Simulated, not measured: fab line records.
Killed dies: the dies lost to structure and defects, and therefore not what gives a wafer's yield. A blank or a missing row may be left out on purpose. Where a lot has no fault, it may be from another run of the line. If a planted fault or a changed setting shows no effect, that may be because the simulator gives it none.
Which of the tools did it? :: flow sky130 :: 30 wafers from 10 lots sampled at 5 of the route's 708 steps

== WHAT EACH GAUGE READ, for each wafer ==
SKY_FIELD_ISO_THK_MEAS_02.
lot: L666
measured: day 1 16:38
on: film metro-03
FIELD_ISO_OXIDATION_00_THK (nm): 12.37 11.98 12.19

lot: L671
measured: day 2 18:01
on: film metro-04
FIELD_ISO_OXIDATION_00_THK (nm): 12.27 12.35 12.11

lot: L675
measured: day 3 15:07
on: film metro-01
FIELD_ISO_OXIDATION_00_THK (nm): 11.45 11.57 11.42

lot: L677
measured: day 4 01:03
on: film metro-04
FIELD_ISO_OXIDATION_00_THK (nm): 12.38 12.29 12.19

lot: L678
measured: day 4 04:38
on: film metro-04
FIELD_ISO_OXIDATION_00_THK (nm): 11.80 11.95 12.07

lot: L679
measured: day 4 11:16
on: film metro-03
FIELD_ISO_OXIDATION_00_THK (nm): 12.12 12.04 11.92

lot: L682
measured: day 5 01:50
on: film metro-04
FIELD_ISO_OXIDATION_00_THK (nm): 12.04 11.89 11.88

lot: L683
measured: day 5 06:04
on: film metro-03
FIELD_ISO_OXIDATION_00_THK (nm): 12.09 11.80 11.93

lot: L686
measured: day 5 21:25
on: film metro-01
FIELD_ISO_OXIDATION_00_THK (nm): 11.63 11.68 11.62

lot: L687
measured: day 6 02:38
on: film metro-04
FIELD_ISO_OXIDATION_00_THK (nm): 11.91 11.99 11.89

SKY_FIELD_ISO_THK_MEAS_25.
lot: L666
measured: day 2 12:42
on: film metro-03
FIELD_ISO_CVD_24_THK (nm): 593 587 599

lot: L671
measured: day 3 17:35
on: film metro-03
FIELD_ISO_CVD_24_THK (nm): 604 600 592

lot: L675
measured: day 4 12:35
on: film metro-01
FIELD_ISO_CVD_24_THK (nm): 594 600 599

lot: L677
measured: day 4 23:02
on: film metro-04
FIELD_ISO_CVD_24_THK (nm): 601 602 601

lot: L678
measured: day 5 02:31
on: film metro-01
FIELD_ISO_CVD_24_THK (nm): 584 585 586

lot: L679
measured: day 5 08:07
on: film metro-01
FIELD_ISO_CVD_24_THK (nm): 596 598 598

lot: L682
measured: day 5 23:34
on: film metro-04
FIELD_ISO_CVD_24_THK (nm): 601 589 595

lot: L683
measured: day 6 05:28
on: film metro-03
FIELD_ISO_CVD_24_THK (nm): 601 601 596

lot: L686
measured: day 6 23:07
on: film metro-03
FIELD_ISO_CVD_24_THK (nm): 596 600 597

lot: L687
measured: day 7 05:20
on: film metro-01
FIELD_ISO_CVD_24_THK (nm): 607 598 601

== WHICH TOOL RAN EACH LOT (tool, then ch and the chambers of the sampled wafers, then the start) ==
lot: L666
SKY_FIELD_ISO_ETCH_14: rie diel-01 ch 0,1,3, day 2 10:52
SKY_FIELD_ISO_ETCH_15: rie diel-01 ch 0,1,3, day 2 10:54
SKY_FIELD_ISO_STRIP_16: plasma asher-01 ch 0,1, day 2 10:57

lot: L671
SKY_FIELD_ISO_ETCH_14: rie diel-03 ch 1,2, day 3 14:19
SKY_FIELD_ISO_ETCH_15: rie diel-03 ch 1,2, day 3 14:21
SKY_FIELD_ISO_STRIP_16: plasma asher-01 ch 0,1, day 3 14:24

lot: L675
SKY_FIELD_ISO_ETCH_14: rie diel-02 ch 0,2,3, day 4 10:01
SKY_FIELD_ISO_ETCH_15: rie diel-02 ch 0,2,3, day 4 10:03
SKY_FIELD_ISO_STRIP_16: plasma asher-01 ch 0,1, day 4 10:06

lot: L677
SKY_FIELD_ISO_ETCH_14: rie diel-02 ch 0,1,2, day 4 20:26
SKY_FIELD_ISO_ETCH_15: rie diel-02 ch 0,1,2, day 4 20:28
SKY_FIELD_ISO_STRIP_16: plasma asher-03 ch 0,1, day 4 20:32

lot: L678
SKY_FIELD_ISO_ETCH_14: rie diel-02 ch 0,1,3, day 5 00:05
SKY_FIELD_ISO_ETCH_15: rie diel-02 ch 0,1,3, day 5 00:07
SKY_FIELD_ISO_STRIP_16: plasma asher-02 ch 0,1, day 5 00:11

lot: L679
SKY_FIELD_ISO_ETCH_14: rie diel-02 ch 0,2, day 5 05:52
SKY_FIELD_ISO_ETCH_15: rie diel-02 ch 0,2, day 5 05:54
SKY_FIELD_ISO_STRIP_16: plasma asher-01 ch 1, day 5 05:57

lot: L682
SKY_FIELD_ISO_ETCH_14: rie diel-02 ch 0,1, day 5 20:42
SKY_FIELD_ISO_ETCH_15: rie diel-02 ch 0,1, day 5 20:45
SKY_FIELD_ISO_STRIP_16: plasma asher-01 ch 0,1, day 5 20:48

lot: L683
SKY_FIELD_ISO_ETCH_14: rie diel-03 ch 1,2,3, day 6 02:14
SKY_FIELD_ISO_ETCH_15: rie diel-03 ch 1,2,3, day 6 02:16
SKY_FIELD_ISO_STRIP_16: plasma asher-03 ch 0,1, day 6 02:19

lot: L686
SKY_FIELD_ISO_ETCH_14: rie diel-01 ch 0,1,2, day 6 20:03
SKY_FIELD_ISO_ETCH_15: rie diel-01 ch 0,1,2, day 6 20:06
SKY_FIELD_ISO_STRIP_16: plasma asher-02 ch 0,1, day 6 20:11

lot: L687
SKY_FIELD_ISO_ETCH_14: rie diel-03 ch 1,3, day 7 02:05
SKY_FIELD_ISO_ETCH_15: rie diel-03 ch 1,3, day 7 02:08
SKY_FIELD_ISO_STRIP_16: plasma asher-02 ch 0,1, day 7 02:13
- SKY_FIELD_ISO_ETCH_14: etches BARC in N2/H2, stops on SiO2, time 45.9 s, target depth 60 nm.
- SKY_FIELD_ISO_ETCH_15: etches the open film in CHF3/O2, stops on Si, target depth 180 nm, time 72 s.
- SKY_FIELD_ISO_STRIP_16: strips in O2/N2.

== WHAT THE TOOLS THEMSELVES READ (means of the sampled wafers that have a number; where no wafer has one, the mark that the record gives instead) ==
SKY_FIELD_ISO_ETCH_14.
lot: L666
tool: rie diel-01
drypump motor current A (A): 5.6
oes product au (a.u.): 0.855
throttle valve pct (%): 13.217

lot: L671
tool: rie diel-03
drypump motor current A (A): 5.7
oes product au (a.u.): 0.858
throttle valve pct (%): 13.228

lot: L675
tool: rie diel-02
drypump motor current A (A): 5.4
oes product au (a.u.): 0.854
throttle valve pct (%): 13.233

lot: L677
tool: rie diel-02
drypump motor current A (A): 5.5
oes product au (a.u.): 0.855
throttle valve pct (%): 13.219

lot: L678
tool: rie diel-02
drypump motor current A (A): 5.4
oes product au (a.u.): 0.855
throttle valve pct (%): 13.230

lot: L679
tool: rie diel-02
drypump motor current A (A): 5.7
oes product au (a.u.): 0.828
throttle valve pct (%): 13.222

lot: L682
tool: rie diel-02
drypump motor current A (A): 5.4
oes product au (a.u.): 0.825
throttle valve pct (%): 13.223

lot: L683
tool: rie diel-03
drypump motor current A (A): 6.0
oes product au (a.u.): 0.855
throttle valve pct (%): 13.215

lot: L686
tool: rie diel-01
drypump motor current A (A): 5.9
oes product au (a.u.): 0.856
throttle valve pct (%): 13.228

lot: L687
tool: rie diel-03
drypump motor current A (A): 6.3
oes product au (a.u.): 0.857
throttle valve pct (%): 13.233

SKY_FIELD_ISO_ETCH_15.
lot: L666
tool: rie diel-01
drypump motor current A (A): 5.6
oes product au (a.u.): 0.940
throttle valve pct (%): 8.850

lot: L671
tool: rie diel-03
drypump motor current A (A): 5.7
oes product au (a.u.): 0.938
throttle valve pct (%): 8.841

lot: L675
tool: rie diel-02
drypump motor current A (A): 5.4
oes product au (a.u.): 0.940
throttle valve pct (%): 8.840

lot: L677
tool: rie diel-02
drypump motor current A (A): 5.5
oes product au (a.u.): 0.949
throttle valve pct (%): 8.834

lot: L678
tool: rie diel-02
drypump motor current A (A): 5.3
oes product au (a.u.): 0.942
throttle valve pct (%): 8.835

lot: L679
tool: rie diel-02
drypump motor current A (A): 5.6
oes product au (a.u.): 0.900
throttle valve pct (%): 8.829

lot: L682
tool: rie diel-02
drypump motor current A (A): 5.4
oes product au (a.u.): 0.892
throttle valve pct (%): 8.823

lot: L683
tool: rie diel-03
drypump motor current A (A): 6.0
oes product au (a.u.): 0.946
throttle valve pct (%): 8.839

lot: L686
tool: rie diel-01
drypump motor current A (A): 5.9
oes product au (a.u.): 0.939
throttle valve pct (%): 8.841

lot: L687
tool: rie diel-03
drypump motor current A (A): 6.3
oes product au (a.u.): 0.948
throttle valve pct (%): 8.852

SKY_FIELD_ISO_STRIP_16.
lot: L666
tool: plasma asher-01
drypump motor current A (A): 5.9
oes product au (a.u.): 0.377
strip time to endpoint s (s): 3.50

lot: L671
tool: plasma asher-01
drypump motor current A (A): 5.6
oes product au (a.u.): 0.380
strip time to endpoint s (s): 3.56

lot: L675
tool: plasma asher-01
drypump motor current A (A): 5.6
oes product au (a.u.): 0.383
strip time to endpoint s (s): 3.54

lot: L677
tool: plasma asher-03
drypump motor current A (A): 5.9
oes product au (a.u.): 0.379
strip time to endpoint s (s): 3.54

lot: L678
tool: plasma asher-02
drypump motor current A (A): 5.8
oes product au (a.u.): 0.376
strip time to endpoint s (s): 3.56

lot: L679
tool: plasma asher-01
drypump motor current A (A): 6.3
oes product au (a.u.): 0.389
strip time to endpoint s (s): 3.68

lot: L682
tool: plasma asher-01
drypump motor current A (A): 6.0
oes product au (a.u.): 0.380
strip time to endpoint s (s): 3.66

lot: L683
tool: plasma asher-03
drypump motor current A (A): 6.1
oes product au (a.u.): 0.380
strip time to endpoint s (s): 3.58

lot: L686
tool: plasma asher-02
drypump motor current A (A): 5.8
oes product au (a.u.): 0.379
strip time to endpoint s (s): 3.56

lot: L687
tool: plasma asher-02
drypump motor current A (A): 5.8
oes product au (a.u.): 0.381
strip time to endpoint s (s): 3.56

== THE ANSWER, worked out from the rows above alone ==
Rule: what is usual is taken from the lots themselves. The widest of any qualifying gaps counts: lots, ordered by their means at a reading, are off when they make up no more than a third of the lots, leave a main group of 4 or more, and stand apart from it by 3 or more times the standard deviation of that group's means. A main group whose means are all the same, to the digits that the tables above print for the reading, isn't used. A lot without any number at a reading at which 4 lots or more have one is off too. All remaining lots with rows at the step are treated as sound. First the gauges in route order, then the tools' own readings, where a lot's mean is used as printed above. The first step at which some lot is off is used, and at that step the reading that is off furthest; a lot without a number counts as furthest.
Off at SKY_FIELD_ISO_ETCH_14 (oes product au): L679, L682. For the main group the mean is 0.856 a.u. and the standard deviation 0.0012.
A tool fits if, at that step or a process step before it, it ran every lot that is off, and no sound lot after the first of them. One candidate fits, namely rie diel-02 at SKY_FIELD_ISO_ETCH_14. A fault onset in the window from L678 (day 5 00:05, its last sound lot) to L679 (day 5 05:52, its first lot off) fits.
On the lots that are off, the tool's own readings at SKY_FIELD_ISO_ETCH_14 differ by more than 5 times the standard deviation of the sound lots' means, which bears it out; oes product au reads 0.827 a.u. there versus 0.856 a.u. on the sound lots.

== WHAT THE SIMULATOR HAD INSERTED ==
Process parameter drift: rie diel-02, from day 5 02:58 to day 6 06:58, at SKY_FIELD_ISO_ETCH_14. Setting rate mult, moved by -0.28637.
Struck lots among those shown: L679, L682. This agrees with what the rule above found.
